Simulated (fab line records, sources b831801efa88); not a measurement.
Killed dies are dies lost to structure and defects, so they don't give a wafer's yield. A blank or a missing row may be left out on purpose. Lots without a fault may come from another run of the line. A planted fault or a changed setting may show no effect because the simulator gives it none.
Which tool did it? | flow sky130 | 12 lots, 36 wafers sampled, at 1 step of a route of 708

WHAT THE GAUGES READ, wafer by wafer
SKY_POLY_GATE_THK_MEAS_04.
lot  | measured     | on            | POLY_GATE_CVD_03_THK (nm)
L075 | day 15 15:53 | film_metro-02 | 75.3 75.4 75.4
L077 | day 16 03:25 | film_metro-03 | 75.0 75.0 75.7
L078 | day 16 21:01 | film_metro-04 | 75.5 75.5 75.7
L081 | day 17 19:22 | film_metro-03 | 75.1 75.3 75.2
L082 | day 18 20:05 | film_metro-02 | 74.3 74.4 74.5
L087 | day 24 03:43 | film_metro-03 | 74.9 74.9 75.1
L086 | day 24 03:46 | film_metro-03 | 74.0 73.7 74.0
L095 | day 24 03:50 | film_metro-02 | 74.3 74.7 74.4
L088 | day 24 03:51 | film_metro-03 | 75.8 76.0 75.4
L091 | day 24 03:55 | film_metro-04 | 75.1 75.5 76.0
L097 | day 24 03:58 | film_metro-02 | 75.2 75.8 75.5
L096 | day 24 04:01 | film_metro-04 | 76.1 75.5 75.9

WHICH TOOL RAN EACH LOT (tool, then ch and the chambers of the sampled wafers, then the start)
The record holds no process step before these readings.

THE ANSWER, worked out from the rows above alone
Rule: what is usual is taken from the lots themselves. Put in order of their means at a reading, lots are off if they are a third of the lots or fewer, leave a main group of 4 or more, and stand apart from it by a gap of 3 or more times the standard deviation of the main group's means; of several such gaps the widest counts. A main group whose means are all the same, to the digits that the tables above print for the reading, isn't used. A lot without any number at a reading at which 4 lots or more have one is off too. The other lots that the step has rows for count as sound.
No lot is off at any reading shown: from this, nothing can be told.

WHAT THE SIMULATOR HAD PUT IN
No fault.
